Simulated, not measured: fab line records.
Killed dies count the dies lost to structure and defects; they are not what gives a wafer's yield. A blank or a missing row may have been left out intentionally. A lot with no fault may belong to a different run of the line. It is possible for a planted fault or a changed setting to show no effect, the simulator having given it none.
2 desks, one fault ; flow gf180mcu ; each desk holds nothing but its own numbers, with what lay behind them at the end

== FOR THE TOOL OWNER'S DESK: cvdW-01 ==
The tool's own readings at GF_CONTACT_CVD_24 (deposits W, target thk 300 nm, time 90.339 s): means of the sampled wafers that have a number, for each lot that ran on this tool. Any lot whose mean is over 4 standard deviations away from the usual mean is out of limits and marked OUT; that distance is given in the brackets.
Columns: A = heaterPowerW at GF_CONTACT_CVD_24, usual 832 W
lot;first seen here;A
L537;day 18 06:01;816
L540;day 19 18:37;914
L543;day 20 11:20;915
L544;day 21 00:25;930
Result from this desk: across the 4 lots, nothing is out of limits.

== AT THE METROLOGY DESK ==
What the gauges read, lot by lot, whatever tool the lot ran on: means of the sampled wafers that have a number. Any lot whose mean is over 4 standard deviations away from the usual mean is out of limits and marked OUT; that distance is given in the brackets.
Columns: A = cdNm at GF_CONTACT_CD_MEAS_14, usual 219.7 nm; B = CONTACT_OVL at GF_CONTACT_OVL_MEAS_15, usual 1 nm; C = CONTACT_W_RS at GF_CONTACT_RS_MEAS_25, usual 0.384 ohm/sq; D = CONTACT_W_THK at GF_CONTACT_THK_MEAS_26, usual 295 nm
lot;first seen here;A;B;C;D
L534;day 16 21:32;218.7;5;0.379;300
L537;day 18 05:17;219.7;-1;0.385;293
L540;day 19 17:54;217.2;7;0.330 (-10) OUT;347 (+11) OUT
L541;day 20 05:57;219.4;4;0.384;295
L542;day 20 07:32;222.0;0;0.381;299
L543;day 20 10:37;221.2;-0;0.332 (-9.6) OUT;344 (+10) OUT
L544;day 20 23:42;219.4;-3;0.333 (-9.5) OUT;340 (+9.2) OUT
This desk's finding: out of limits on L540, L543, L544; first on L540, day 19 18:44 (CONTACT_W_RS at GF_CONTACT_RS_MEAS_25). Within limits: L534, L537, L541, L542.

== ALL TOGETHER ==
The metrology desk could have raised an alarm at day 19 18:44, on L540, L543, L544.
The desk of the tool owner found nothing out of limits.
The tool owner's desk has L540, L543, L544 on record, within its limits.
The lots listed all ran GF_CONTACT_CVD_24 on cvdW-01.

== WHAT THE SIMULATOR HAD PUT IN ==
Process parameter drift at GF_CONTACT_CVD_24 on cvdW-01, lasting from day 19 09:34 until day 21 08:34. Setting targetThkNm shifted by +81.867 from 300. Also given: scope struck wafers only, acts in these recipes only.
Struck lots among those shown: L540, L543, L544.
Per desk, hours elapsed from the start of the fault to the first reading out of limits: for the metrology desk, 9.
